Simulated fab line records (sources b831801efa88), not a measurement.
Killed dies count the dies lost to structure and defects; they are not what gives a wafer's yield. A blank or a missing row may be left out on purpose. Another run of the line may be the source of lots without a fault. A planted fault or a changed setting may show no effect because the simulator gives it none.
Chamber matching + flow sky130 + rie diel-04 running SKY_SONOS_ONO_ETCH_15: 4 sister chambers
The step etches the open film in CHF3/O2, target depth 19.52 nm, time 7.8 s. 20 wafers are shown with their chamber, then 10 later ones without.

## WAFERS PAIRED WITH THEIR CHAMBERS
| wafer  | chamber | oes product au (a.u.) | throttle valve pct (%) |
|--------|---------|-----------------------|------------------------|
| L074.1 | 1       | 1.002                 | 8.808                  |
| L074.4 | 0       | 1.007                 | 8.831                  |
| L074.6 | 2       | 1.024                 | 8.837                  |
| L076.1 | 2       | 1.032                 | 8.834                  |
| L076.2 | 1       | 1.008                 | 8.829                  |
| L076.6 | 1       | 1.002                 | 8.832                  |
| L078.1 | 2       | 1.011                 | 8.837                  |
| L078.5 | 0       | 1.014                 | 8.835                  |
| L078.6 | 1       | 1.000                 | 8.831                  |
| L081.1 | 2       | 1.024                 | 8.829                  |
| L081.3 | 3       | 0.990                 | 8.816                  |
| L081.4 | 1       | 1.015                 | 8.823                  |
| L083.2 | 0       | 1.010                 | 8.816                  |
| L083.3 | 2       | 1.021                 | 8.829                  |
| L083.4 | 1       | 1.009                 | 8.831                  |
| L084.1 | 2       | 1.020                 | 8.832                  |
| L084.3 | 1       | 0.993                 | 8.820                  |
| L084.4 | 0       | 1.015                 | 8.802                  |
| L088.3 | 2       | 1.015                 | 8.838                  |
| L088.5 | 0       | 1.010                 | 8.830                  |

SIGNATURES (averages over the wafers above)
| reading            | chamber 0 | chamber 1 | chamber 2 | chamber 3 | scatter within a chamber |
|--------------------|-----------|-----------|-----------|-----------|--------------------------|
| oes product au     | 1.01120   | 1.00414   | 1.02100   | 0.99000   | 0.00625                  |
| throttle valve pct | 8.82280   | 8.82486   | 8.83371   | 8.81600   | 0.00898                  |
Rule: distance of a wafer from a chamber = root of the sum over the readings of ((wafer's reading minus chamber's mean) / reading's scatter) squared. The wafer belongs to the nearest chamber; if the next one is less than 2 further off, it can't be placed. The scatter: take each reading less its chamber's mean, square it, sum over the shown wafers, divide by the number of wafers less the number of chambers, and take the root.

## WAFERS MISSING THEIR CHAMBER
| wafer  | oes product au (a.u.) | throttle valve pct (%) |
|--------|-----------------------|------------------------|
| L088.6 | 1.019                 | 8.830                  |
| L095.1 | 1.007                 | 8.812                  |
| L095.2 | 0.988                 | 8.820                  |
| L095.5 | 0.996                 | 8.811                  |
| L096.3 | 1.006                 | 8.837                  |
| L096.4 | 1.003                 | 8.838                  |
| L096.5 | 0.995                 | 8.815                  |
| L097.2 | 1.001                 | 8.833                  |
| L097.3 | 1.002                 | 8.842                  |
| L097.4 | 1.001                 | 8.815                  |

## CHAMBER TAKEN BY EACH
| wafer  | from the rows above               | in truth |
|--------|-----------------------------------|----------|
| L088.6 | can't be placed: 2 or 0 or 1      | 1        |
| L095.1 | can't be placed: 0 or 1 or 3 or 2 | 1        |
| L095.2 | 3                                 | 3        |
| L095.5 | can't be placed: 3 or 1 or 0      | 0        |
| L096.3 | can't be placed: 1 or 0 or 2      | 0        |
| L096.4 | can't be placed: 1 or 0 or 2 or 3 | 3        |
| L096.5 | can't be placed: 3 or 1 or 0      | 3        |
| L097.2 | can't be placed: 1 or 0 or 3      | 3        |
| L097.3 | can't be placed: 1 or 0 or 2 or 3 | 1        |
| L097.4 | can't be placed: 1 or 3 or 0      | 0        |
Correct placement for 1 of the 10. From these rows, 9 cannot be placed; in 9 the true chamber is one of the candidates. 0 placed wrongly.
